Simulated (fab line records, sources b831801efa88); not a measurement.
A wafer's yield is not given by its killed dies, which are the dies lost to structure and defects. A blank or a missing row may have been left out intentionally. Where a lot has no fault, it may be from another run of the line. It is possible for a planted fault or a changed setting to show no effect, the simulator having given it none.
Chamber matching    flow gf180mcu    GF_CONTACT_CMP_04 on cmp-02: 4 sister chambers
The step polishes SiO2. 8 wafers are shown with their chamber, then 10 later ones without.

WAFERS WITH THEIR CHAMBER
wafer   chamber  motor_current_A (A)  time_to_endpoint_s (s)
L312.1  2        8.9                  108
L318.3  1        9.6                  105
L318.4  2        9.0                  112
L318.6  0        10.6                 117
L319.3  0        10.3                 111
L319.6  3        13.0                 117
L322.4  1        9.7                  105
L322.5  3        13.2                 118

WAFERS MISSING THEIR CHAMBER
wafer   motor_current_A (A)  time_to_endpoint_s (s)
L322.6  9.4                  117
L323.1  12.3                 116
L323.5  10.4                 119
L323.6  9.4                  117
L324.4  8.6                  117
L324.5  12.4                 119
L324.6  10.5                 115
L326.2  12.6                 118
L326.5  8.7                  118
L326.6  12.5                 114

WHICH CHAMBER EACH ONE RAN IN
wafer   from the rows above      in truth
L322.6  can't be placed: 2 or 1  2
L323.1  3                        3
L323.5  0                        0
L323.6  can't be placed: 2 or 1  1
L324.4  2                        2
L324.5  3                        3
L324.6  0                        0
L326.2  3                        3
L326.5  2                        2
L326.6  3                        3
Placed correctly: 8 of 10. Can't be placed from these rows: 2 (the true chamber is among the candidates in 2). 0 placed wrongly.
How it was worked out, from the rows above alone: a wafer's distance from a chamber is the root of the sum, over the readings, of the square of ((its reading less the chamber's mean) divided by the reading's scatter). If the next closest chamber is less than 2 further off than the closest, the wafer can't be placed; otherwise it belongs to the closest. A chamber's mean is the mean of its shown wafers. The scatter: take each reading less its chamber's mean, square it, sum over the shown wafers, divide by the number of wafers less the number of chambers, and take the root.
